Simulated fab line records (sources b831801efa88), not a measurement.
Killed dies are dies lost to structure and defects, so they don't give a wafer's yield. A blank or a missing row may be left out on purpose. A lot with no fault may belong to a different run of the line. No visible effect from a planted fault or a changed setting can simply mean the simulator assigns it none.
What tool caused it? ; flow sky130 ; Sampling: 13 lots, 39 wafers, 2 of 708 route steps

== WHAT THE GAUGES READ, wafer by wafer ==
SKY_SONOS_TUNNEL_TW_MEAS_12.
lot;measured;on;SONOS_TUNNEL_TW
L954;day 11 07:40;film metro-01;199.2 197.5 198.1
L956;day 12 19:08;film metro-02;196.6 197.1 196.9
L957;day 14 02:49;film metro-04;198.0 197.5 198.0
L958;day 14 03:14;film metro-01;197.7 196.3 197.5
L959;day 14 13:02;film metro-01;195.5 196.7 197.0
L962;day 14 18:19;film metro-01;195.9 196.7 196.7
L966;day 15 19:59;film metro-01;196.7 197.2 196.2
L968;day 17 03:05;film metro-01;195.7 197.1 195.8
L971;day 17 20:49;film metro-01;194.8 196.6 196.4
L970;day 17 23:46;film metro-02;196.8 196.4 196.3
L973;day 18 07:46;film metro-04;197.9 196.7 196.8
L974;day 18 15:11;film metro-01;196.8 196.4 197.0
L976;day 19 00:57;film metro-04;197.9 198.5 197.9

SKY_SONOS_ONO_THK_MEAS_03.
lot;measured;on;SONOS_ONO_CVD_02_THK (nm)
L954;day 11 12:45;film metro-02;10.50 10.38 10.42
L956;day 13 00:29;film metro-04;10.77 10.67 10.68
L957;day 14 05:21;film metro-02;10.35 10.53 10.35
L958;day 14 08:11;film metro-04;10.96 10.87 10.76
L959;day 14 15:34;film metro-02;10.63 10.72 10.61
L962;day 15 00:16;film metro-02;10.56 10.50 10.55
L966;day 16 04:52;film metro-02;10.20 10.46 10.31
L968;day 17 06:35;film metro-04;10.50 10.40 10.55
L971;day 18 00:13;film metro-02;10.61 10.42 10.51
L970;day 18 04:28;film metro-04;10.51 10.50 10.47
L973;day 18 13:08;film metro-02;10.43 10.37 10.30
L974;day 19 01:57;film metro-03;10.46 10.48 10.45
L976;day 19 06:07;film metro-04;10.61 10.56 10.59

== EACH LOT AND THE TOOL THAT RAN IT (in order: tool; ch and the chambers of the sampled wafers; start) ==
Record: no process step prior to these readings.

== WHAT THE TOOLS THEMSELVES READ (means of the sampled wafers that have a number; where no wafer has one, the mark that the record gives instead) ==
The record holds no such reading with a usual standard deviation.

== THE ANSWER, worked out from the rows above alone ==
Rule: usual is defined by the lots themselves. The widest of any qualifying gaps counts: lots, ordered by their means at a reading, are off when they make up no more than a third of the lots, leave a main group of 4 or more, and stand apart from it by 3 or more times the standard deviation of that group's means. A main group whose means are all the same, to the digits that the tables above print for the reading, isn't used. A lot without any number at a reading at which 4 lots or more have one is off too. All remaining lots with rows at the step are treated as sound. First the gauges in route order, then the tools' own readings, where a lot's mean is used as printed above. The first step at which some lot is off is used, and at that step the reading that is off furthest; a lot without a number counts as furthest.
No lot is off on any of the readings shown, so nothing can be concluded from this.

== WHAT WAS PUT IN BY THE SIMULATOR ==
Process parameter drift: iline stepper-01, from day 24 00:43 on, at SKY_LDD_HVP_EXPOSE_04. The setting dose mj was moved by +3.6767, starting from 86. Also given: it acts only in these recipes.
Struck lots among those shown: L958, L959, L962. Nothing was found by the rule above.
